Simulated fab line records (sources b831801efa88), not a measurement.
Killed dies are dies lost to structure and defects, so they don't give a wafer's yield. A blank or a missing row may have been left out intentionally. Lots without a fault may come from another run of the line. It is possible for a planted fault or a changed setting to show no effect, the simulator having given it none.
What tool caused it? / flow sky130 / Sampling: 6 lots, 18 wafers, 2 of 708 route steps

== WHAT THE GAUGES SHOWED, per wafer ==
SKY_POLY_GATE_THK_MEAS_01.
lot=L624; measured=day 14 07:25; on=film_metro-03; POLY_GATE_CVD_00_THK (nm)=181.6 181.2 180.5
lot=L627; measured=day 15 16:40; on=film_metro-02; POLY_GATE_CVD_00_THK (nm)=178.0 176.5 175.3
lot=L630; measured=day 16 09:22; on=film_metro-03; POLY_GATE_CVD_00_THK (nm)=180.1 179.0 177.9
lot=L632; measured=day 17 04:47; on=film_metro-03; POLY_GATE_CVD_00_THK (nm)=179.9 179.2 179.2
lot=L634; measured=day 17 20:38; on=film_metro-04; POLY_GATE_CVD_00_THK (nm)=180.9 182.5 182.1
lot=L645; measured=day 21 20:48; on=film_metro-04; POLY_GATE_CVD_00_THK (nm)=177.9 180.6 179.6

== EACH LOT AND THE TOOL THAT RAN IT (in order: tool; ch and the chambers of the sampled wafers; start) ==
lot=L624; SKY_POLY_GATE_CVD_00=lpcvd-01 ch 1, day 14 06:13
lot=L627; SKY_POLY_GATE_CVD_00=lpcvd-01 ch 0, day 15 15:28
lot=L630; SKY_POLY_GATE_CVD_00=lpcvd-01 ch 0, day 16 08:10
lot=L632; SKY_POLY_GATE_CVD_00=lpcvd-01 ch 1, day 17 03:35
lot=L634; SKY_POLY_GATE_CVD_00=lpcvd-01 ch 0, day 17 19:26
lot=L645; SKY_POLY_GATE_CVD_00=lpcvd-01 ch 1, day 21 19:36
- SKY_POLY_GATE_CVD_00: deposits poly-Si, target thk 180 nm, time 720 s.

== THE ANSWER, worked out from the rows above alone ==
Rule: the lots themselves supply what counts as usual. Put in order of their means at a reading, lots are off if they are a third of the lots or fewer, leave a main group of 4 or more, and stand apart from it by a gap of 3 or more times the standard deviation of the main group's means; of several such gaps the widest counts. If all means in a main group match to the digits the tables above print for the reading, that group is not used. A lot without any number at a reading at which 4 lots or more have one is off too. Any other lot the step has rows for is counted as sound.
No lot is off on any of the readings shown, so nothing can be concluded from this.

== WHAT WAS PUT IN BY THE SIMULATOR ==
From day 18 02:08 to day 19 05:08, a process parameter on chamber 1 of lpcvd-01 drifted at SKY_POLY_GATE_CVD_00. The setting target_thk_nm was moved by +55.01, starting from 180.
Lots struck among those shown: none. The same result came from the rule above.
